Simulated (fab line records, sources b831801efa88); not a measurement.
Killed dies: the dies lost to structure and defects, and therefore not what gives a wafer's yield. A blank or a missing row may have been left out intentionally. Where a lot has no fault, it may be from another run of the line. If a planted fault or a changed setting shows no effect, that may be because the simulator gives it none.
The tool behind it: which one? | flow gf180mcu | 13 lots with 39 wafers sampled at 2 steps, on a route of 602 steps

## WHAT EACH GAUGE READ, for each wafer
GF_M2_THK_MEAS_06: measures by xrf.
lot  | measured     | on            | M2_ALCU_THK (nm)
L533 | day 18 04:27 | film_metro-02 | 453 448 449
L534 | day 18 15:35 | film_metro-04 | 454 454 443
L536 | day 19 10:50 | film_metro-03 | 453 449 454
L539 | day 20 09:55 | film_metro-03 | 442 446 445
L543 | day 22 02:32 | film_metro-02 | 474 463 466
L544 | day 22 07:56 | film_metro-04 | 428 431 430
L545 | day 22 17:02 | film_metro-03 | 452 454 448
L551 | day 24 16:59 | film_metro-03 | 443 456 441
L552 | day 25 07:05 | film_metro-03 | 446 448 445
L553 | day 25 10:59 | film_metro-04 | 442 444 439
L554 | day 25 11:56 | film_metro-02 | 449 447 451
L556 | day 26 10:01 | film_metro-02 | 450 450 458
L550 | day 27 04:41 | film_metro-03 | 454 460 461

## TOOL THAT RAN EACH LOT (tool first, then ch and the chambers of the sampled wafers, then the start)
lot  | GF_M2_SPUTTER_04
L533 | pvd_sputter-03, day 18 04:17
L534 | pvd_sputter-01, day 18 15:25
L536 | pvd_sputter-03, day 19 10:41
L539 | pvd_sputter-04, day 20 09:46
L543 | pvd_sputter-04, day 22 02:23
L544 | pvd_sputter-01, day 22 07:47
L545 | pvd_sputter-01, day 22 16:53
L551 | pvd_sputter-04, day 24 16:49
L552 | pvd_sputter-04, day 25 06:55
L553 | pvd_sputter-04, day 25 10:49
L554 | pvd_sputter-03, day 25 11:46
L556 | pvd_sputter-01, day 26 09:51
L550 | pvd_sputter-04, day 27 04:32
- GF_M2_SPUTTER_04: material TiN, target thk 50 nm, time 41.7 s.

## WHAT THE TOOLS THEMSELVES READ (means of the sampled wafers that have a number; where no wafer has one, the mark that the record gives instead)
GF_M2_SPUTTER_04.
lot  | tool           | throttle_valve_pct (%)
L533 | pvd_sputter-03 | 31.1
L534 | pvd_sputter-01 | 29.0
L536 | pvd_sputter-03 | 31.2
L539 | pvd_sputter-04 | 29.6
L543 | pvd_sputter-04 | 30.0
L544 | pvd_sputter-01 | 30.9
L545 | pvd_sputter-01 | 30.1
L551 | pvd_sputter-04 | 30.2
L552 | pvd_sputter-04 | 29.5
L553 | pvd_sputter-04 | 29.8
L554 | pvd_sputter-03 | 31.2
L556 | pvd_sputter-01 | 29.4
L550 | pvd_sputter-04 | 29.3

## THE ANSWER, worked out from the rows above alone
Rule: what is usual is taken from the lots themselves. Put in order of their means at a reading, lots are off if they are a third of the lots or fewer, leave a main group of 4 or more, and stand apart from it by a gap of 3 or more times the standard deviation of the main group's means; of several such gaps the widest counts. A main group whose means are all the same, to the digits that the tables above print for the reading, isn't used. Also off: a lot with no number at a reading for which 4 or more lots have one. The other lots that the step has rows for count as sound. The gauges are gone through in route order, then the tools' own readings, and for those a lot's mean is taken as printed above. At the first step where some lot is off, the reading lying furthest off is the one used; lots without a number count as furthest.
Across all readings shown, no lot is off: no conclusion can be drawn from this.

## WHAT THE SIMULATOR HAD INSERTED
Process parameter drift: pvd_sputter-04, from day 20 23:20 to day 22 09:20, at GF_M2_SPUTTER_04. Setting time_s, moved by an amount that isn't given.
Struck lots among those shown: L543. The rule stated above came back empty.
